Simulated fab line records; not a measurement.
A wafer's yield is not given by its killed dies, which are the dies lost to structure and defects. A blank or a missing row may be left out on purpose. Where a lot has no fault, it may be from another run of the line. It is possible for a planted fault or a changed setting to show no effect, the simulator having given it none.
Struck lot and sound lot, side by side	flow sky130	15 steps out of a route of 708
Sound: wafers L951.2, L951.4, L951.5. Struck: wafer L971.6. (L971.3, L971.5 of the same lot were not struck and are left out.) The cause comes at the end.
Order at every step that has rows: each side's tool, ch and its chambers, its first start. Under that, the readings that differ: sound wafers	struck wafers	difference of the means	sigmas: that difference in standard deviations of wafers without a fault.
alike: words and numbers the same on both sides, and readings whose means are apart by under 2 such deviations; not compared: readings that were withheld, readings missing a value for some wafer, numbers with overlapping values and no deviation given by the record, and bounds like >300 which may hide the same value.
The two part at a step that has a row with sigmas, a row that says differs or no value, or rows on one side only. When numbers do not overlap yet have no deviation, they are printed without sigmas and do not part them. A reading missing from all wafers of one side parts the sides only when that side holds two or more wafers.

SKY_VIA4_OVL_MEAS_11:
  sound: overlay-02 at day 43 12:05; struck: overlay-02 at day 48 14:13
  alike: VIA4_OVL
then, 1 step without rows for these wafers: SKY_VIA4_ETCH_12 (etches SiO2 in C4F8/O2/Ar, stops on TiN, target depth 580 nm).
SKY_VIA4_STRIP_13: strips in O2/N2.
  sound on plasma-asher-03 ch 0,1, day 43 12:11; struck on plasma-asher-01 ch 1, day 48 14:20
  alike: chamber-pressure-mTorr, drypump-motor-current-A, oes-product-au, strip-time-to-endpoint-s
  not compared: rf-hours-counter-h
then, 3 steps without rows for these wafers: SKY_VIA4_STRIP_14 (strips in post etch residue remover, time 1200 s); SKY_VIA4_CLEAN_15 (cleans in IPA, time 180 s); SKY_VIA4_CLEAN_16 (cleans in O3/DIW).
SKY_VIA4_SPUTTER_17: material TiN, target thk 20 nm, time 80 s.
  sound: pvd-sputter-04 at day 43 12:47; struck: pvd-sputter-02 at day 48 14:54
  alike: chamber-pressure-pa, throttle-valve-pct
SKY_VIA4_CVD_18: deposits W, target thk 505 nm, time 152.14 s.
  sound on cvd-w-02 ch 0,1, day 43 12:50; struck on cvd-w-02 ch 0, day 48 15:01
  alike: heater-power-w
SKY_VIA4_RS_MEAS_19: measures by four-point-probe.
  sound: film-metro-03 at day 43 13:01; struck: film-metro-02 at day 48 15:09
  alike: VIA4_W_RS
SKY_VIA4_THK_MEAS_20: measures by xrf.
  sound: film-metro-03 at day 43 13:07; struck: film-metro-02 at day 48 15:15
  alike: VIA4_W_THK
then, 1 step without rows for these wafers: SKY_VIA4_CMP_21 (polishes, stops on SiO2, t overpolish 25 s, target thk 0 nm).
SKY_METAL5_SPUTTER_00: material Ti, target thk 15 nm, time 10 s.
  sound: pvd-sputter-02 at day 43 13:31; struck: pvd-sputter-03 at day 48 15:35
  alike: chamber-pressure-pa, throttle-valve-pct
SKY_METAL5_SPUTTER_01: material TiN, target thk 20 nm, time 16.7 s.
  sound: pvd-sputter-02 at day 43 13:32; struck: pvd-sputter-03 at day 48 15:37
reading	sound	struck	difference	sigmas
chamber-pressure-pa (Pa)	0.3998 0.4001 0.4011	0.4203	+0.0200	+25
  alike: throttle-valve-pct
SKY_METAL5_SPUTTER_02: material AlCu, target thk 1150 nm, time 61.2 s.
  sound: pvd-sputter-02 at day 43 13:34; struck: pvd-sputter-03 at day 48 15:38
  alike: chamber-pressure-pa, throttle-valve-pct
-- the record jumps here: 2 days lie between the struck wafers' starts before and after (it left off in module METAL5 and takes up again in module PAD_OPEN, whose first step shown is number 708 of the route) --
SKY_PAD_OPEN_PROBE_99:
  record: rows for the struck wafers here (prober-02, day 51 00:25), none for the sound ones

WHERE THEY PART
First at SKY_METAL5_SPUTTER_01; last, within this record, at SKY_PAD_OPEN_PROBE_99.

WHY: what the simulator had put in
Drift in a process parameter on pvd-sputter-03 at SKY_METAL5_SPUTTER_01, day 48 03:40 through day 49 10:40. The setting chamber-pressure-pa was moved by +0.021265, starting from 0.4. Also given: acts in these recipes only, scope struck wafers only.
